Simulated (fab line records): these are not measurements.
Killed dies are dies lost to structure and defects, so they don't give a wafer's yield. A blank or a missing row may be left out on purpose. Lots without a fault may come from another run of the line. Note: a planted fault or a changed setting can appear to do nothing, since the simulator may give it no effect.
fab line records / flow sky130
record: lots: 6 wafers: 18 last_day: 49
route steps=708 shown LDD_HVP@285 LDD_LDN@289 PAD_OPEN@708
lots with no fault: from the same line, run without faults
start_h: hours from the record's first day to the start of the lot's first wafer shown / wait_h: hours from the lot's prior step to this one / " unchanged from the row above / L1.1+2: a row that stands for several wafers / - no value, or no start given / * or withheld: withheld / < > ~ a bound
route shown NAME@n: NAME is a module with steps in the file, n the number in the route of the first one / usual: mean/standard deviation of fault-free wafers / same: alike in all rows / chamber/n: place in a boat / sites: each site's reading / _std_site: standard deviation of those values / _edge_site: outer sites' mean less inner sites' / radius_mm: how far each site lies from the wafer's centre / mask NAME#n: copy n / behind: tool/chamber where the wafer was last shaped / hold: why the lot went on hold/how many hours it stayed there/how the hold came to an end / device: names the non-switching transistor (n, p or np) / end of line: tests run on the same wafers once the route is complete / step lacking rows: just its recipe / killed: dies lost to structure and defects at the first sort, not the wafer's yield / map: shows each die of a wafer: x if killed, . if not, _ if none is there
set.NAME: the run value of the setting; set.NAME@STEP: its run value at that earlier step / model.NAME: the simulator's own value behind a step, which no gauge read
lots at selected steps of the route; one table per step, one row per wafer
services: the hour from which a tool's chamber was out of use, counted from the record's first day as start_h (under 0 if before that day), plus the number of hours and why
== steps ==
step: SKY_LDD_HVP_OVL_MEAS_07
usual: LDD_HVP_OVL: -1.3/1.5
lot.wafer=L187.2 tool=overlay-02 chamber=- start_h=516.01 wait_h=0.1 LDD_HVP_OVL[nm]=0.1
lot.wafer=L187.3 tool=overlay-02 chamber=- start_h=516.01 wait_h=0.1 LDD_HVP_OVL[nm]=0.2
lot.wafer=L187.6 tool=overlay-02 chamber=- start_h=516.01 wait_h=0.1 LDD_HVP_OVL[nm]=1.0
lot.wafer=L188.2 tool=overlay-02 chamber=- start_h=524.76 wait_h=0.1 LDD_HVP_OVL[nm]=0.5
lot.wafer=L188.3 tool=overlay-02 chamber=- start_h=524.76 wait_h=0.1 LDD_HVP_OVL[nm]=-0.1
lot.wafer=L188.5 tool=overlay-02 chamber=- start_h=524.76 wait_h=0.1 LDD_HVP_OVL[nm]=-0.4
lot.wafer=L194.2 tool=overlay-01 chamber=- start_h=579.85 wait_h=0.1 LDD_HVP_OVL[nm]=-1.3
lot.wafer=L194.3 tool=overlay-01 chamber=- start_h=579.85 wait_h=0.1 LDD_HVP_OVL[nm]=-0.6
lot.wafer=L194.6 tool=overlay-01 chamber=- start_h=579.85 wait_h=0.1 LDD_HVP_OVL[nm]=-2.2
lot.wafer=L195.1 tool=overlay-01 chamber=- start_h=586.72 wait_h=0.1 LDD_HVP_OVL[nm]=-3.0
lot.wafer=L195.4 tool=overlay-01 chamber=- start_h=586.72 wait_h=0.1 LDD_HVP_OVL[nm]=-3.3
lot.wafer=L195.6 tool=overlay-01 chamber=- start_h=586.72 wait_h=0.1 LDD_HVP_OVL[nm]=-4.2
lot.wafer=L200.1 tool=overlay-01 chamber=- start_h=625.84 wait_h=0.1 LDD_HVP_OVL[nm]=-2.6
lot.wafer=L200.5 tool=overlay-01 chamber=- start_h=625.84 wait_h=0.1 LDD_HVP_OVL[nm]=-0.1
lot.wafer=L200.6 tool=overlay-01 chamber=- start_h=625.84 wait_h=0.1 LDD_HVP_OVL[nm]=-2.1
lot.wafer=L206.1 tool=overlay-02 chamber=- start_h=668.65 wait_h=0.1 LDD_HVP_OVL[nm]=-3.0
lot.wafer=L206.2 tool=overlay-02 chamber=- start_h=668.65 wait_h=0.1 LDD_HVP_OVL[nm]=-1.2
lot.wafer=L206.3 tool=overlay-02 chamber=- start_h=668.65 wait_h=0.1 LDD_HVP_OVL[nm]=-1.1
step: SKY_LDD_HVP_IMPLANT_08
recipe: species: B energy_kev: 20 dose_cm2: 1.7e+13 tilt_deg: 17.9
step: SKY_LDD_HVP_STRIP_09
recipe: chemistry: O2/N2 power_w: 1400 pressure_mtorr: 1500 platen_temp_c: withheld o2_flow_sccm: 3000 n2_flow_sccm: 300 overash_fraction: 0.5
usual: drypump_motor_current_A: 5.7/0.55 oes_product_au: 0.409/0.005 strip_time_to_endpoint_s: 4.139/0.015
same: overash_fraction: 0.5
lot.wafer=L187.2 tool=plasma_asher-03 chamber=1 start_h=516.19 wait_h=0.1 drypump_motor_current_A=5.8 oes_product_au=0.411 rf_hours_counter_h=9 strip_time_to_endpoint_s=4.137
lot.wafer=L187.3 tool=plasma_asher-03 chamber=0 start_h=516.19 wait_h=0.1 drypump_motor_current_A=5.4 oes_product_au=0.408 rf_hours_counter_h=- strip_time_to_endpoint_s=4.133
lot.wafer=L187.6 tool=plasma_asher-03 chamber=1 start_h=516.19 wait_h=0.1 drypump_motor_current_A=5.9 oes_product_au=0.408 rf_hours_counter_h=- strip_time_to_endpoint_s=4.135
lot.wafer=L188.2 tool=plasma_asher-02 chamber=0 start_h=524.94 wait_h=0.1 drypump_motor_current_A=6.1 oes_product_au=0.400 rf_hours_counter_h=87 strip_time_to_endpoint_s=4.135
lot.wafer=L188.3 tool=plasma_asher-02 chamber=1 start_h=524.94 wait_h=0.1 drypump_motor_current_A=4.8 oes_product_au=0.415 rf_hours_counter_h=- strip_time_to_endpoint_s=4.126
lot.wafer=L188.5 tool=plasma_asher-02 chamber=1 start_h=524.94 wait_h=0.1 drypump_motor_current_A=4.8 oes_product_au=0.408 rf_hours_counter_h=- strip_time_to_endpoint_s=4.129
lot.wafer=L194.2 tool=plasma_asher-03 chamber=1 start_h=580.03 wait_h=0.1 drypump_motor_current_A=5.8 oes_product_au=0.396 rf_hours_counter_h=15 strip_time_to_endpoint_s=4.154
lot.wafer=L194.3 tool=plasma_asher-03 chamber=1 start_h=580.03 wait_h=0.1 drypump_motor_current_A=5.8 oes_product_au=0.406 rf_hours_counter_h=- strip_time_to_endpoint_s=4.157
lot.wafer=L194.6 tool=plasma_asher-03 chamber=1 start_h=580.03 wait_h=0.1 drypump_motor_current_A=5.9 oes_product_au=0.410 rf_hours_counter_h=- strip_time_to_endpoint_s=4.140
lot.wafer=L195.1 tool=plasma_asher-04 chamber=1 start_h=586.91 wait_h=0.1 drypump_motor_current_A=6.2 oes_product_au=0.409 rf_hours_counter_h=67 strip_time_to_endpoint_s=4.143
lot.wafer=L195.4 tool=plasma_asher-04 chamber=0 start_h=586.91 wait_h=0.1 drypump_motor_current_A=6.4 oes_product_au=0.406 rf_hours_counter_h=- strip_time_to_endpoint_s=4.133
lot.wafer=L195.6 tool=plasma_asher-04 chamber=1 start_h=586.91 wait_h=0.1 drypump_motor_current_A=6.2 oes_product_au=0.404 rf_hours_counter_h=- strip_time_to_endpoint_s=4.134
lot.wafer=L200.1 tool=plasma_asher-02 chamber=1 start_h=626.03 wait_h=0.1 drypump_motor_current_A=4.8 oes_product_au=0.412 rf_hours_counter_h=97 strip_time_to_endpoint_s=4.133
lot.wafer=L200.5 tool=plasma_asher-02 chamber=0 start_h=626.03 wait_h=0.1 drypump_motor_current_A=6.1 oes_product_au=0.403 rf_hours_counter_h=- strip_time_to_endpoint_s=4.155
lot.wafer=L200.6 tool=plasma_asher-02 chamber=1 start_h=626.03 wait_h=0.1 drypump_motor_current_A=4.8 oes_product_au=0.409 rf_hours_counter_h=- strip_time_to_endpoint_s=4.144
lot.wafer=L206.1 tool=plasma_asher-04 chamber=1 start_h=668.84 wait_h=0.1 drypump_motor_current_A=6.2 oes_product_au=0.404 rf_hours_counter_h=76 strip_time_to_endpoint_s=4.150
lot.wafer=L206.2 tool=plasma_asher-04 chamber=0 start_h=668.84 wait_h=0.1 drypump_motor_current_A=6.4 oes_product_au=0.411 rf_hours_counter_h=76 strip_time_to_endpoint_s=4.131
lot.wafer=L206.3 tool=plasma_asher-04 chamber=0 start_h=668.84 wait_h=0.1 drypump_motor_current_A=6.4 oes_product_au=0.409 rf_hours_counter_h=- strip_time_to_endpoint_s=4.146
step: SKY_LDD_HVP_TW_MEAS_10
usual: LDD_HVP_TW: 454/3
lot.wafer=L187.2 tool=film_metro-03 chamber=- start_h=516.30 wait_h=0.1 LDD_HVP_TW=452
lot.wafer=L187.3 tool=film_metro-03 chamber=- start_h=516.30 wait_h=0.1 LDD_HVP_TW=454
lot.wafer=L187.6 tool=film_metro-03 chamber=- start_h=516.30 wait_h=0.1 LDD_HVP_TW=453
lot.wafer=L188.2 tool=film_metro-03 chamber=- start_h=525.05 wait_h=0.1 LDD_HVP_TW=451
lot.wafer=L188.3 tool=film_metro-03 chamber=- start_h=525.05 wait_h=0.1 LDD_HVP_TW=452
lot.wafer=L188.5 tool=film_metro-03 chamber=- start_h=525.05 wait_h=0.1 LDD_HVP_TW=452
lot.wafer=L194.2 tool=film_metro-04 chamber=- start_h=580.14 wait_h=0.1 LDD_HVP_TW=459
lot.wafer=L194.3 tool=film_metro-04 chamber=- start_h=580.14 wait_h=0.1 LDD_HVP_TW=457
lot.wafer=L194.6 tool=film_metro-04 chamber=- start_h=580.14 wait_h=0.1 LDD_HVP_TW=457
lot.wafer=L195.1 tool=film_metro-02 chamber=- start_h=587.01 wait_h=0.1 LDD_HVP_TW=454
lot.wafer=L195.4 tool=film_metro-02 chamber=- start_h=587.01 wait_h=0.1 LDD_HVP_TW=457
lot.wafer=L195.6 tool=film_metro-02 chamber=- start_h=587.01 wait_h=0.1 LDD_HVP_TW=451
lot.wafer=L200.1 tool=film_metro-02 chamber=- start_h=626.13 wait_h=0.1 LDD_HVP_TW=451
lot.wafer=L200.5 tool=film_metro-02 chamber=- start_h=626.13 wait_h=0.1 LDD_HVP_TW=452
lot.wafer=L200.6 tool=film_metro-02 chamber=- start_h=626.13 wait_h=0.1 LDD_HVP_TW=452
lot.wafer=L206.1 tool=film_metro-04 chamber=- start_h=668.94 wait_h=0.1 LDD_HVP_TW=453
lot.wafer=L206.2 tool=film_metro-04 chamber=- start_h=668.94 wait_h=0.1 LDD_HVP_TW=455
lot.wafer=L206.3 tool=film_metro-04 chamber=- start_h=668.94 wait_h=0.1 LDD_HVP_TW=453
step: SKY_LDD_LDN_DEHYDRATE_00
recipe: temp_c: 200 time_s: 60
step: SKY_LDD_LDN_HMDS_01
recipe: prime_time_s: 60 prime_temp_c: 120
step: SKY_LDD_LDN_COAT_02
recipe: resist: NOVOLAK spin_rpm: 3000 resist_thk_nm: 1140
step: SKY_LDD_LDN_SOFTBAKE_03
recipe: temp_c: 90 time_s: 60 resist: NOVOLAK
step: SKY_LDD_LDN_EXPOSE_04
recipe: mask_id: LDNTM na: 0.6 source_shape: conventional sigma_outer: 0.6 polarization: unpolarized target_cd_nm: 700 dose_mj: 140
step: SKY_LDD_LDN_PEB_05
recipe: temp_c: withheld time_s: * resist: NOVOLAK
step: SKY_LDD_LDN_DEVELOP_06
recipe: resist: NOVOLAK developer: TMAH develop_time_s: 60 dev_temp_c: 23
step: SKY_LDD_LDN_OVL_MEAS_07
usual: LDD_LDN_OVL: 0.3/1.4
lot.wafer=L187.2 tool=overlay-02 chamber=- start_h=546.55 wait_h=0.1 LDD_LDN_OVL[nm]=1.7
lot.wafer=L187.3 tool=overlay-02 chamber=- start_h=546.55 wait_h=0.1 LDD_LDN_OVL[nm]=2.3
lot.wafer=L187.6 tool=overlay-02 chamber=- start_h=546.55 wait_h=0.1 LDD_LDN_OVL[nm]=1.2
lot.wafer=L188.2 tool=overlay-02 chamber=- start_h=555.33 wait_h=0.1 LDD_LDN_OVL[nm]=1.0
lot.wafer=L188.3 tool=overlay-02 chamber=- start_h=555.33 wait_h=0.1 LDD_LDN_OVL[nm]=0.2
lot.wafer=L188.5 tool=overlay-02 chamber=- start_h=555.33 wait_h=0.1 LDD_LDN_OVL[nm]=0.9
lot.wafer=L194.2 tool=overlay-01 chamber=- start_h=608.70 wait_h=0.1 LDD_LDN_OVL[nm]=-1.4
lot.wafer=L194.3 tool=overlay-01 chamber=- start_h=608.70 wait_h=0.1 LDD_LDN_OVL[nm]=-0.3
lot.wafer=L194.6 tool=overlay-01 chamber=- start_h=608.70 wait_h=0.1 LDD_LDN_OVL[nm]=-0.9
lot.wafer=L195.1 tool=overlay-01 chamber=- start_h=616.02 wait_h=0.1 LDD_LDN_OVL[nm]=3.7
lot.wafer=L195.4 tool=overlay-01 chamber=- start_h=616.02 wait_h=0.1 LDD_LDN_OVL[nm]=3.6
lot.wafer=L195.6 tool=overlay-01 chamber=- start_h=616.02 wait_h=0.1 LDD_LDN_OVL[nm]=1.4
lot.wafer=L200.1 tool=overlay-01 chamber=- start_h=654.92 wait_h=0.1 LDD_LDN_OVL[nm]=1.3
lot.wafer=L200.5 tool=overlay-01 chamber=- start_h=654.92 wait_h=0.1 LDD_LDN_OVL[nm]=0.6
lot.wafer=L200.6 tool=overlay-01 chamber=- start_h=654.92 wait_h=0.1 LDD_LDN_OVL[nm]=2.6
lot.wafer=L206.1 tool=overlay-02 chamber=- start_h=696.69 wait_h=0.1 LDD_LDN_OVL[nm]=-1.2
lot.wafer=L206.2 tool=overlay-02 chamber=- start_h=696.69 wait_h=0.1 LDD_LDN_OVL[nm]=-1.2
lot.wafer=L206.3 tool=overlay-02 chamber=- start_h=696.69 wait_h=0.1 LDD_LDN_OVL[nm]=-1.1
step: SKY_LDD_LDN_IMPLANT_08
recipe: species: As energy_kev: 15 dose_cm2: 1.25e+13 tilt_deg: withheld rotation_deg: 23
usual: beam_energy_keV: 15.001/0.0043 beam_on_s: 9.98/0.2
lot.wafer=L187.2 tool=implanter-03 chamber=0 start_h=546.60 wait_h=0.0 beam_energy_keV=14.997 beam_on_s=9.79 model.implant.rp_nm=12.88 model.implant.drp_nm=5.933
lot.wafer=L187.3 tool=implanter-03 chamber=0 start_h=546.60 wait_h=0.0 beam_energy_keV=15.000 beam_on_s=10.12 model.implant.rp_nm=12.88 model.implant.drp_nm=5.933
lot.wafer=L187.6 tool=implanter-03 chamber=0 start_h=546.60 wait_h=0.0 beam_energy_keV=15.001 beam_on_s=10.12 model.implant.rp_nm=12.88 model.implant.drp_nm=5.933
lot.wafer=L188.2 tool=implanter-04 chamber=0 start_h=555.39 wait_h=0.0 beam_energy_keV=15.002 beam_on_s=9.87 model.implant.rp_nm=13.06 model.implant.drp_nm=5.933
lot.wafer=L188.3 tool=implanter-04 chamber=0 start_h=555.39 wait_h=0.0 beam_energy_keV=15.000 beam_on_s=9.96 model.implant.rp_nm=13.06 model.implant.drp_nm=5.933
lot.wafer=L188.5 tool=implanter-04 chamber=0 start_h=555.39 wait_h=0.0 beam_energy_keV=15.002 beam_on_s=9.83 model.implant.rp_nm=13.06 model.implant.drp_nm=5.933
lot.wafer=L194.2 tool=implanter-04 chamber=0 start_h=608.75 wait_h=0.0 beam_energy_keV=15.710 beam_on_s=9.86 model.implant.rp_nm=13.29 model.implant.drp_nm=6.12
lot.wafer=L194.3 tool=implanter-04 chamber=0 start_h=608.75 wait_h=0.0 beam_energy_keV=15.702 beam_on_s=10.24 model.implant.rp_nm=13.29 model.implant.drp_nm=6.12
lot.wafer=L194.6 tool=implanter-04 chamber=0 start_h=608.75 wait_h=0.0 beam_energy_keV=15.710 beam_on_s=10.27 model.implant.rp_nm=13.29 model.implant.drp_nm=6.12
lot.wafer=L195.1 tool=implanter-04 chamber=0 start_h=616.06 wait_h=0.0 beam_energy_keV=15.705 beam_on_s=10.17 model.implant.rp_nm=13.33 model.implant.drp_nm=6.12
lot.wafer=L195.4 tool=implanter-04 chamber=0 start_h=616.06 wait_h=0.0 beam_energy_keV=15.713 beam_on_s=10.14 model.implant.rp_nm=13.33 model.implant.drp_nm=6.12
lot.wafer=L195.6 tool=implanter-04 chamber=0 start_h=616.06 wait_h=0.0 beam_energy_keV=15.713 beam_on_s=10.02 model.implant.rp_nm=13.33 model.implant.drp_nm=6.12
lot.wafer=L200.1 tool=implanter-02 chamber=0 start_h=654.96 wait_h=0.0 beam_energy_keV=14.997 beam_on_s=9.77 model.implant.rp_nm=13.08 model.implant.drp_nm=5.933
lot.wafer=L200.5 tool=implanter-02 chamber=0 start_h=654.96 wait_h=0.0 beam_energy_keV=15.008 beam_on_s=10.29 model.implant.rp_nm=13.08 model.implant.drp_nm=5.933
lot.wafer=L200.6 tool=implanter-02 chamber=0 start_h=654.96 wait_h=0.0 beam_energy_keV=14.997 beam_on_s=10.22 model.implant.rp_nm=13.08 model.implant.drp_nm=5.933
lot.wafer=L206.1 tool=implanter-02 chamber=0 start_h=696.73 wait_h=0.0 beam_energy_keV=15.001 beam_on_s=9.99 model.implant.rp_nm=12.43 model.implant.drp_nm=5.933
lot.wafer=L206.2 tool=implanter-02 chamber=0 start_h=696.73 wait_h=0.0 beam_energy_keV=15.011 beam_on_s=9.56 model.implant.rp_nm=12.43 model.implant.drp_nm=5.933
lot.wafer=L206.3 tool=implanter-02 chamber=0 start_h=696.73 wait_h=0.0 beam_energy_keV=15.006 beam_on_s=10.03 model.implant.rp_nm=12.43 model.implant.drp_nm=5.933
step: SKY_LDD_LDN_IMPLANT_09
recipe: species: As energy_kev: 15 dose_cm2: 1.25e+13 tilt_deg: withheld rotation_deg: 113
step: SKY_PAD_OPEN_PROBE_99
usual: killed_at_M0_to_M3: 43/6.6 killed_at_M4_up: 3.0/1.7 killed_at_contacts: 24/5.4 killed_at_front_end: 16/4.6 killed_at_other: 0.3/0.53 killed_dies: 87/9.7 killed_on_rim: 18/4 killed_open: 47/7.3 killed_short: 39/6.5
same: gross_dies: 492 killed_at_back_side: 0
lot.wafer=L187.2 tool=prober-01 chamber=- start_h=1089.48 wait_h=0.1 killed_at_M0_to_M3=41 killed_at_M4_up=2 killed_at_contacts=30 killed_at_front_end=22 killed_at_other=0 killed_dies=95 killed_on_rim=19 killed_open=59 killed_short=35
lot.wafer=L187.3 tool=prober-01 chamber=- start_h=1089.53 wait_h=0.2 killed_at_M0_to_M3=45 killed_at_M4_up=3 killed_at_contacts=28 killed_at_front_end=13 killed_at_other=1 killed_dies=90 killed_on_rim=17 killed_open=53 killed_short=37
lot.wafer=L187.6 tool=prober-01 chamber=- start_h=1089.68 wait_h=0.2 killed_at_M0_to_M3=36 killed_at_M4_up=1 killed_at_contacts=23 killed_at_front_end=15 killed_at_other=1 killed_dies=76 killed_on_rim=21 killed_open=38 killed_short=37
lot.wafer=L188.2 tool=prober-02 chamber=- start_h=1095.81 wait_h=0.1 killed_at_M0_to_M3=36 killed_at_M4_up=3 killed_at_contacts=28 killed_at_front_end=22 killed_at_other=1 killed_dies=90 killed_on_rim=22 killed_open=39 killed_short=51
lot.wafer=L188.3 tool=prober-02 chamber=- start_h=1095.86 wait_h=0.2 killed_at_M0_to_M3=47 killed_at_M4_up=5 killed_at_contacts=30 killed_at_front_end=17 killed_at_other=0 killed_dies=99 killed_on_rim=21 killed_open=57 killed_short=42
lot.wafer=L188.5 tool=prober-02 chamber=- start_h=1095.96 wait_h=0.2 killed_at_M0_to_M3=55 killed_at_M4_up=3 killed_at_contacts=26 killed_at_front_end=20 killed_at_other=0 killed_dies=104 killed_on_rim=26 killed_open=50 killed_short=54
lot.wafer=L194.2 tool=prober-01 chamber=- start_h=1132.73 wait_h=0.1 killed_at_M0_to_M3=40 killed_at_M4_up=3 killed_at_contacts=22 killed_at_front_end=15 killed_at_other=0 killed_dies=80 killed_on_rim=14 killed_open=41 killed_short=39
lot.wafer=L194.3 tool=prober-01 chamber=- start_h=1132.78 wait_h=0.2 killed_at_M0_to_M3=44 killed_at_M4_up=3 killed_at_contacts=21 killed_at_front_end=15 killed_at_other=0 killed_dies=83 killed_on_rim=15 killed_open=47 killed_short=36
lot.wafer=L194.6 tool=prober-01 chamber=- start_h=1132.93 wait_h=0.2 killed_at_M0_to_M3=32 killed_at_M4_up=4 killed_at_contacts=25 killed_at_front_end=23 killed_at_other=1 killed_dies=85 killed_on_rim=14 killed_open=48 killed_short=37
lot.wafer=L195.1 tool=prober-02 chamber=- start_h=1138.31 wait_h=0.1 killed_at_M0_to_M3=44 killed_at_M4_up=3 killed_at_contacts=20 killed_at_front_end=19 killed_at_other=1 killed_dies=87 killed_on_rim=18 killed_open=39 killed_short=47
lot.wafer=L195.4 tool=prober-02 chamber=- start_h=1138.46 wait_h=0.2 killed_at_M0_to_M3=36 killed_at_M4_up=5 killed_at_contacts=27 killed_at_front_end=10 killed_at_other=0 killed_dies=78 killed_on_rim=8 killed_open=42 killed_short=35
lot.wafer=L195.6 tool=prober-02 chamber=- start_h=1138.56 wait_h=0.2 killed_at_M0_to_M3=35 killed_at_M4_up=2 killed_at_contacts=22 killed_at_front_end=11 killed_at_other=0 killed_dies=70 killed_on_rim=16 killed_open=39 killed_short=30
lot.wafer=L200.1 tool=prober-01 chamber=- start_h=1161.25 wait_h=0.1 killed_at_M0_to_M3=54 killed_at_M4_up=1 killed_at_contacts=25 killed_at_front_end=14 killed_at_other=1 killed_dies=95 killed_on_rim=24 killed_open=62 killed_short=32
lot.wafer=L200.5 tool=prober-01 chamber=- start_h=1161.45 wait_h=0.2 killed_at_M0_to_M3=41 killed_at_M4_up=0 killed_at_contacts=21 killed_at_front_end=19 killed_at_other=0 killed_dies=81 killed_on_rim=18 killed_open=39 killed_short=42
lot.wafer=L200.6 tool=prober-01 chamber=- start_h=1161.50 wait_h=0.2 killed_at_M0_to_M3=56 killed_at_M4_up=3 killed_at_contacts=28 killed_at_front_end=15 killed_at_other=0 killed_dies=102 killed_on_rim=23 killed_open=41 killed_short=61
lot.wafer=L206.1 tool=prober-01 chamber=- start_h=1186.31 wait_h=0.1 killed_at_M0_to_M3=40 killed_at_M4_up=2 killed_at_contacts=26 killed_at_front_end=16 killed_at_other=0 killed_dies=84 killed_on_rim=14 killed_open=47 killed_short=37
lot.wafer=L206.2 tool=prober-01 chamber=- start_h=1186.36 wait_h=0.1 killed_at_M0_to_M3=49 killed_at_M4_up=1 killed_at_contacts=15 killed_at_front_end=18 killed_at_other=2 killed_dies=85 killed_on_rim=21 killed_open=37 killed_short=48
lot.wafer=L206.3 tool=prober-01 chamber=- start_h=1186.41 wait_h=0.2 killed_at_M0_to_M3=48 killed_at_M4_up=3 killed_at_contacts=24 killed_at_front_end=12 killed_at_other=0 killed_dies=87 killed_on_rim=19 killed_open=53 killed_short=34
killed by level:class
L187.2 LI_CONTACT:geometric_particle:open=10 CONTACT:geometric_particle:open=10 FIELD_ISO:geometric_particle:open=9 VIA1:geometric_particle:short=8 VIA2:geometric_particle:open=8 VIA1:geometric_particle:open=7 VIA3:geometric_particle:open=6 SPACER:geometric_particle:open=5
L187.3 LI_CONTACT:geometric_particle:open=10 VIA1:geometric_particle:open=10 CONTACT:geometric_particle:open=10 VIA2:geometric_particle:open=6 LOCAL_INTERCONNECT:geometric_particle:short=5 METAL1:geometric_particle:short=5 VIA1:geometric_particle:short=5 POLY_GATE:geometric_particle:short=4
L187.6 CONTACT:geometric_particle:open=9 VIA3:geometric_particle:open=8 FIELD_ISO:geometric_particle:short=6 VIA2:geometric_particle:open=6 LI_CONTACT:geometric_particle:open=5 FIELD_ISO:geometric_particle:open=4 CONTACT:geometric_particle:short=4 VIA1:geometric_particle:short=4
L188.2 LOCAL_INTERCONNECT:geometric_particle:short=11 METAL1:geometric_particle:short=9 CONTACT:geometric_particle:open=7 FIELD_ISO:geometric_particle:short=5 FIELD_ISO:geometric_particle:open=5 CONTACT:geometric_particle:short=5 VIA1:geometric_particle:open=5 SPACER:geometric_particle:open=4
L188.3 CONTACT:geometric_particle:open=14 VIA1:geometric_particle:open=14 VIA2:geometric_particle:open=8 CONTACT:geometric_particle:short=7 VIA2:geometric_particle:short=6 POLY_GATE:geometric_particle:open=5 LI_CONTACT:geometric_particle:open=5 METAL2:geometric_particle:short=5
L188.5 CONTACT:geometric_particle:open=9 METAL2:geometric_particle:short=9 POLY_GATE:geometric_particle:short=8 VIA2:geometric_particle:open=8 VIA3:geometric_particle:open=8 LI_CONTACT:geometric_particle:open=7 CONTACT:geometric_particle:short=7 VIA1:geometric_particle:open=7
L194.2 VIA1:geometric_particle:open=10 CONTACT:geometric_particle:short=7 CONTACT:geometric_particle:open=7 METAL1:geometric_particle:short=7 FIELD_ISO:geometric_particle:short=6 VIA3:geometric_particle:open=5 POLY_GATE:geometric_particle:open=4 FIELD_ISO:geometric_particle:open=3
L194.3 VIA1:geometric_particle:open=13 LI_CONTACT:geometric_particle:open=8 VIA3:geometric_particle:open=8 CONTACT:geometric_particle:short=6 FIELD_ISO:geometric_particle:open=5 VIA1:geometric_particle:short=5 METAL2:geometric_particle:short=5 VIA2:geometric_particle:open=4
L194.6 VIA1:geometric_particle:open=10 FIELD_ISO:geometric_particle:open=7 POLY_GATE:geometric_particle:open=7 LI_CONTACT:geometric_particle:open=7 CONTACT:geometric_particle:open=6 CONTACT:geometric_particle:short=6 FIELD_ISO:geometric_particle:short=4 LOCAL_INTERCONNECT:geometric_particle:short=4
L195.1 VIA3:geometric_particle:open=9 METAL1:geometric_particle:short=7 POLY_GATE:geometric_particle:short=6 POLY_GATE:geometric_particle:open=5 VIA1:geometric_particle:open=5 VIA2:geometric_particle:short=5 FIELD_ISO:geometric_particle:short=4 CONTACT:geometric_particle:open=4
L195.4 LI_CONTACT:geometric_particle:open=11 VIA1:geometric_particle:open=9 CONTACT:geometric_particle:open=7 METAL2:geometric_particle:short=6 VIA2:geometric_particle:open=6 VIA1:geometric_particle:short=5 POLY_GATE:geometric_particle:short=4 CONTACT:geometric_particle:short=4
L195.6 CONTACT:geometric_particle:open=9 METAL1:geometric_particle:short=9 LI_CONTACT:geometric_particle:open=6 VIA2:geometric_particle:open=5 VIA1:geometric_particle:open=4 FIELD_ISO:geometric_particle:open=3 VIA3:geometric_particle:short=3 VIA1:geometric_particle:short=3
L200.1 VIA1:geometric_particle:open=21 VIA2:geometric_particle:open=10 LI_CONTACT:geometric_particle:open=9 CONTACT:geometric_particle:open=7 POLY_GATE:geometric_particle:open=6 POLY_GATE:geometric_particle:short=4 VIA2:geometric_particle:short=4 VIA3:geometric_particle:open=4
L200.5 VIA3:geometric_particle:open=9 POLY_GATE:geometric_particle:short=7 CONTACT:geometric_particle:open=7 LI_CONTACT:geometric_particle:open=6 METAL2:geometric_particle:short=6 FIELD_ISO:geometric_particle:short=5 VIA2:geometric_particle:open=5 METAL1:geometric_particle:short=4
L200.6 CONTACT:geometric_particle:short=10 VIA1:geometric_particle:open=10 METAL2:geometric_particle:short=10 METAL1:geometric_particle:short=7 VIA3:geometric_particle:open=7 LI_CONTACT:geometric_particle:open=6 CONTACT:geometric_particle:open=6 VIA3:geometric_particle:short=6
L206.1 CONTACT:geometric_particle:open=15 VIA1:geometric_particle:open=8 VIA2:geometric_particle:open=7 METAL2:geometric_particle:short=6 FIELD_ISO:geometric_particle:short=5 CONTACT:geometric_particle:short=5 METAL1:geometric_particle:short=5 METAL3:geometric_particle:short=4
L206.2 METAL2:geometric_particle:short=11 METAL1:geometric_particle:short=9 VIA1:geometric_particle:open=8 CONTACT:geometric_particle:open=6 VIA2:geometric_particle:open=6 FIELD_ISO:geometric_particle:short=5 VIA3:geometric_particle:open=4 LOCAL_INTERCONNECT:geometric_particle:short=4
L206.3 VIA1:geometric_particle:open=14 VIA2:geometric_particle:open=10 LI_CONTACT:geometric_particle:open=8 LOCAL_INTERCONNECT:geometric_particle:short=5 METAL1:geometric_particle:short=5 CONTACT:geometric_particle:open=4 METAL2:geometric_particle:short=4 VIA3:geometric_particle:open=4
== services ==
tool=implanter-02 chamber=- start_h=501.35 hours=107.6 kind=pm
tool=implanter-04 chamber=- start_h=504.35 hours=3.4 kind=repair
tool=implanter-03 chamber=- start_h=513.83 hours=5.8 kind=repair
tool=implanter-04 chamber=- start_h=525.32 hours=3.5 kind=pm
tool=plasma_asher-03 chamber=- start_h=525.57 hours=2.8 kind=pm
tool=plasma_asher-04 chamber=- start_h=538.56 hours=1.7 kind=repair
tool=implanter-04 chamber=- start_h=548.24 hours=2.2 kind=repair
tool=plasma_asher-03 chamber=- start_h=562.99 hours=1.2 kind=repair
tool=plasma_asher-02 chamber=- start_h=571.81 hours=1.7 kind=repair
tool=implanter-02 chamber=- start_h=610.17 hours=4.4 kind=pm
tool=implanter-04 chamber=- start_h=660.09 hours=1.4 kind=repair
== key ==
first_sign: step: SKY_LDD_LDN_IMPLANT_08 reading: beam_energy_keV direction: up sigmas: 99+ usual: * struck: *
effect none on later readings
model_effect: step: SKY_LDD_LDN_IMPLANT_08 value: implant.rp_nm without: 12.88 struck: 13.31
met_at SKY_LDD_LDN_IMPLANT_08
struck_wafers L194.2,L194.3,L194.6,L195.1,L195.4,L195.6
tester_left_out L194,L195
onset_between 555.39 608.75
fault: kind: process_parameter_drift tool: implanter-04 chamber: - onset_h: 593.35 steps: SKY_LDD_LDN_IMPLANT_08 channel: energy_kev offset: * shape: step end_h: 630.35 acts_in: * stated: *
tester_left_out: of these lots the tester's yield and bins aren't shown, on N5 and GAA mostly nor the transistor test; their killed dies are dies lost to structure and defects alone, not to doping, threshold or leakage, so they don't give the yield
